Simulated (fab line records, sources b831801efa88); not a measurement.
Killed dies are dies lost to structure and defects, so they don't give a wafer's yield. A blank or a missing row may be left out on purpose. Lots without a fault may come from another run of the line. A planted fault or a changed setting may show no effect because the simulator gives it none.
fab line records | flow gf180mcu | part 2 of 2: steps 27 to 35 of 35
record lots=5 wafers=15 last_day=32
route steps=602 shown M1@334 V1@335 M2@362
lots that met no fault: from a run of the same line without faults
start_h: hours from the record's first day to the start of the lot's first wafer shown | wait_h: hours since the lot's step before | " the same as in the row above | L1.1+2: a row that stands for several wafers | - no value, or no start given | * or withheld: withheld | < > ~ a bound
route shown NAME@n: a module of which the file shows steps, and the number in the route of the first | usual: mean/standard deviation of fault-free wafers | same: alike in all rows | chamber/n: place in a boat | sites: the reading at each site | _std_site: their standard deviation | _edge_site: outer sites' mean less inner sites' | radius_mm: how far each site lies from the wafer's centre | mask NAME#n: copy n | behind: the tool/chamber that last shaped the wafer | hold: why the lot was held/for how many hours/how that ended | device: the transistor (n, p or np) that didn't switch | end of line: the same wafers' tests at the end of the route | a step without rows: its recipe alone | killed: dies lost to structure and defects at the first sort, not the wafer's yield | map: a wafer's dies, x killed, . not, _ none there
set.NAME: the setting as run; set.NAME@STEP: as run at that earlier step | model.NAME: the simulator's own value behind a step, which no gauge read
lots at some steps of the route; a table a step, a row a wafer
services: from which hour (start_h, from the record's first day; less than 0 if before it) a tool's chamber was out of use, for how many hours, and why
## steps
# step GF_V1_THK_MEAS_25
# recipe thk_meas_gauge=xrf reads=W_of_V1_CVD_23
# usual V1_W_THK=359/5.3
# columns lot.wafer tool chamber start_h wait_h V1_W_THK[nm]
L075.3 film_metro-01 - 433.64 0.1 360
L075.5 " - " " 361
L075.6 " - " " 353
L078.1 film_metro-03 - 447.94 0.1 361
L078.4 " - " " 367
L078.6 " - " " 357
L077.1 film_metro-03 - 452.13 0.1 366
L077.2 " - " " 358
L077.3 " - " " 364
L081.3 film_metro-02 - 480.33 0.1 364
L081.5 " - " " 359
L081.6 " - " " 367
L088.3 film_metro-01 - 538.85 0.1 363
L088.5 " - " " 355
L088.6 " - " " 363
# step GF_V1_CMP_26
# recipe stop_on=SiO2 down_force_psi=3.5 platen_rpm=60 t_overpolish_s=15 target_thk_nm=0 pad_velocity_m_s=0.94248
# usual motor_current_A=11.9/1.7 overpolish_run_s=15.001/0.0087 platen_rpm=60.00/0.043 time_to_endpoint_s=87/4.3
# columns lot.wafer tool chamber start_h wait_h motor_current_A overpolish_run_s platen_rpm time_to_endpoint_s
L075.3 cmp-01 1 433.73 0.1 14.8 15.007 59.91 89
L075.6 " 0 " " 11.9 15.005 59.98 84
L075.5 " 1 " " 13.9 14.987 59.96 87
L078.1 cmp-02 3 448.05 0.1 11.4 15.007 60.07 87
L078.4 " 1 " " 11.9 14.985 60.07 88
L078.6 " 3 " " 11.6 15.001 60.04 83
L077.3 cmp-01 0 452.24 0.1 11.3 15.009 59.98 90
L077.2 " 1 " " 14.3 15.001 60.00 89
L077.1 " 2 " " 10.8 15.006 60.02 87
L081.3 cmp-02 1 480.52 0.2 11.3 14.985 60.03 84
L081.5 " 2 " " 11.2 14.999 60.03 87
L081.6 " 3 " " 12.4 15.012 60.05 89
L088.3 cmp-02 2 539.04 0.2 10.8 15.012 60.03 86
L088.5 " 3 " " 12.6 14.996 59.97 81
L088.6 " 0 " " 9.2 14.991 59.98 84
# step GF_M2_SPUTTER_00
# recipe material=Ti target_thk_nm=37.5 arriving_ion_energy_ev=80 substrate_temp_c=200 chamber_pressure_pa=2 power_w=4000 time_s=150
# usual throttle_valve_pct=30.0/0.89
# same time_s=150
# columns lot.wafer tool chamber start_h wait_h throttle_valve_pct
L075.3 pvd_sputter-01 - 433.98 0.2 31.3
L075.5 " - " " 31.4
L075.6 " - " " 28.8
L078.1 pvd_sputter-01 - 448.30 0.2 31.1
L078.4 " - " " 29.1
L078.6 " - " " 29.0
L077.1 pvd_sputter-04 - 452.49 0.1 29.0
L077.2 " - " " 29.3
L077.3 " - " " 29.4
L081.3 pvd_sputter-03 - 480.67 0.1 29.8
L081.5 " - " " 30.2
L081.6 " - " " 29.5
L088.3 pvd_sputter-03 - 539.19 0.1 31.3
L088.5 " - " " 31.2
L088.6 " - " " 29.6
# step GF_M2_SPUTTER_01
# recipe material=TiN target_thk_nm=30 power_w=6500 time_s=25 chamber_pressure_pa=0.4
# usual throttle_valve_pct=29.9/0.89
# same time_s=25
# columns lot.wafer tool chamber start_h wait_h throttle_valve_pct
L075.3 pvd_sputter-01 - 434.08 0.1 31.1
L075.5 " - " " 31.2
L075.6 " - " " 29.1
L078.1 pvd_sputter-01 - 448.40 0.1 31.2
L078.4 " - " " 29.1
L078.6 " - " " 29.0
L077.1 pvd_sputter-04 - 452.59 0.1 28.8
L077.2 " - " " 29.4
L077.3 " - " " 29.2
L081.3 pvd_sputter-03 - 480.77 0.1 30.0
L081.5 " - " " 30.2
L081.6 " - " " 29.8
L088.3 pvd_sputter-03 - 539.29 0.1 30.9
L088.5 " - " " 31.1
L088.6 " - " " 29.6
# step GF_M2_SPUTTER_02
# recipe material=AlCu target_thk_nm=450 power_w=10600 time_s=23.9 chamber_pressure_pa=0.4
# usual throttle_valve_pct=30.0/0.88
# same time_s=23.9
# columns lot.wafer tool chamber start_h wait_h throttle_valve_pct
L075.3 pvd_sputter-01 - 434.11 0.0 30.9
L075.5 " - " " 31.3
L075.6 " - " " 29.0
L078.1 pvd_sputter-01 - 448.43 0.0 31.1
L078.4 " - " " 28.9
L078.6 " - " " 28.8
L077.1 pvd_sputter-04 - 452.62 0.0 28.7
L077.2 " - " " 29.0
L077.3 " - " " 29.2
L081.3 pvd_sputter-03 - 480.80 0.0 29.9
L081.5 " - " " 30.0
L081.6 " - " " 29.6
L088.3 pvd_sputter-03 - 539.32 0.0 31.2
L088.5 " - " " 31.1
L088.6 " - " " 29.9
# step GF_M2_SPUTTER_03
# recipe material=Ti target_thk_nm=10 substrate_temp_c=300 chamber_pressure_pa=0.3 power_w=3000 time_s=6.7
# usual throttle_valve_pct=30.0/0.88
# same time_s=6.7
# columns lot.wafer tool chamber start_h wait_h throttle_valve_pct
L075.3 pvd_sputter-01 - 434.14 0.0 31.1
L075.5 " - " " 31.2
L075.6 " - " " 29.0
L078.1 pvd_sputter-01 - 448.46 0.0 31.3
L078.4 " - " " 29.0
L078.6 " - " " 29.0
L077.1 pvd_sputter-04 - 452.65 0.0 28.8
L077.2 " - " " 29.1
L077.3 " - " " 29.1
L081.3 pvd_sputter-03 - 480.83 0.0 30.0
L081.5 " - " " 30.3
L081.6 " - " " 29.6
L088.3 pvd_sputter-03 - 539.35 0.0 31.4
L088.5 " - " " 31.3
L088.6 " - " " 29.7
# step GF_M2_SPUTTER_04
# recipe material=TiN target_thk_nm=50 power_w=6500 time_s=42.67 chamber_pressure_pa=0.4
# usual throttle_valve_pct=30.0/0.89
# same time_s=42.67
# columns lot.wafer tool chamber start_h wait_h throttle_valve_pct
L075.3 pvd_sputter-01 - 434.17 0.0 30.9
L075.5 " - " " 30.9
L075.6 " - " " 28.9
L078.1 pvd_sputter-01 - 448.48 0.0 31.2
L078.4 " - " " 28.7
L078.6 " - " " 28.7
L077.1 pvd_sputter-04 - 452.67 0.0 28.9
L077.2 " - " " 29.4
L077.3 " - " " 29.1
L081.3 pvd_sputter-03 - 480.85 0.0 29.8
L081.5 " - " " 29.7
L081.6 " - " " 29.9
L088.3 pvd_sputter-03 - 539.37 0.0 31.4
L088.5 " - " " 31.2
L088.6 " - " " 29.7
# step GF_M2_RS_MEAS_05
# recipe thk_meas_gauge=four-point-probe reads=TiN_of_M2_SPUTTER_04+Ti_of_M2_SPUTTER_03+AlCu_of_M2_SPUTTER_02+TiN_of_M2_SPUTTER_01+Ti_of_M2_SPUTTER_00
# usual M2_ALCU_RS=0.0694/0.00082
# columns lot.wafer tool chamber start_h wait_h M2_ALCU_RS[ohm/sq]
L075.3 film_metro-04 - 434.25 0.1 0.0705
L075.5 " - " " 0.0704
L075.6 " - " " 0.0702
L078.1 film_metro-01 - 448.52 0.0 0.0695
L078.4 " - " " 0.0693
L078.6 " - " " 0.0690
L077.1 film_metro-04 - 452.71 0.0 0.0679
L077.2 " - " " 0.0691
L077.3 " - " " 0.0680
L081.3 film_metro-04 - 480.93 0.1 0.0694
L081.5 " - " " 0.0696
L081.6 " - " " 0.0694
L088.3 film_metro-01 - 539.45 0.1 0.0707
L088.5 " - " " 0.0702
L088.6 " - " " 0.0701
# step GF_M2_THK_MEAS_06
# recipe thk_meas_gauge=xrf reads=AlCu_of_M2_SPUTTER_02
# usual M2_ALCU_THK=450/6.3
# columns lot.wafer tool chamber start_h wait_h M2_ALCU_THK[nm]
L075.3 film_metro-04 - 434.35 0.1 445
L075.5 " - " " 444
L075.6 " - " " 448
L078.1 film_metro-01 - 448.64 0.1 445
L078.4 " - " " 445
L078.6 " - " " 448
L077.1 film_metro-04 - 452.83 0.1 463
L077.2 " - " " 455
L077.3 " - " " 462
L081.3 film_metro-04 - 481.03 0.1 451
L081.5 " - " " 452
L081.6 " - " " 451
L088.3 film_metro-01 - 539.55 0.1 440
L088.5 " - " " 442
L088.6 " - " " 442
## services
# columns tool chamber start_h hours kind
cmp-01 - 381.96 0.9 repair
cmp-01 - 387.56 3.6 pm
cvd_w-01 - 390.00 14.0 pm
pvd_sputter-02 - 391.63 4.7 repair
pvd_sputter-02 - 393.45 2.8 repair
pecvd-04 - 394.47 2.8 pm
cmp-01 - 403.13 6.6 pm
wet_bench-03 - 409.03 6.7 repair
pvd_sputter-02 - 409.74 11.6 repair
cmp-01 - 409.76 4.0 pm
cmp-01 - 409.80 3.0 repair
rie_diel-01 1 451.12 13.4 repair
cmp-02 - 452.16 0.3 repair
cmp-02 - 489.51 3.9 repair
rie_diel-01 2 490.25 7.9 repair
cmp-01 - 496.76 0.5 repair
rie_diel-01 2 499.70 9.7 repair
wet_bench-01 - 501.45 1.0 repair
cvd_w-01 1 513.32 2.1 repair
cvd_w-01 - 516.70 14.6 pm
pvd_sputter-01 - 516.80 0.6 repair
rie_diel-01 - 527.03 0.8 repair
rie_diel-01 0 527.79 3.7 repair
hdpcvd-02 - 539.25 15.0 pm
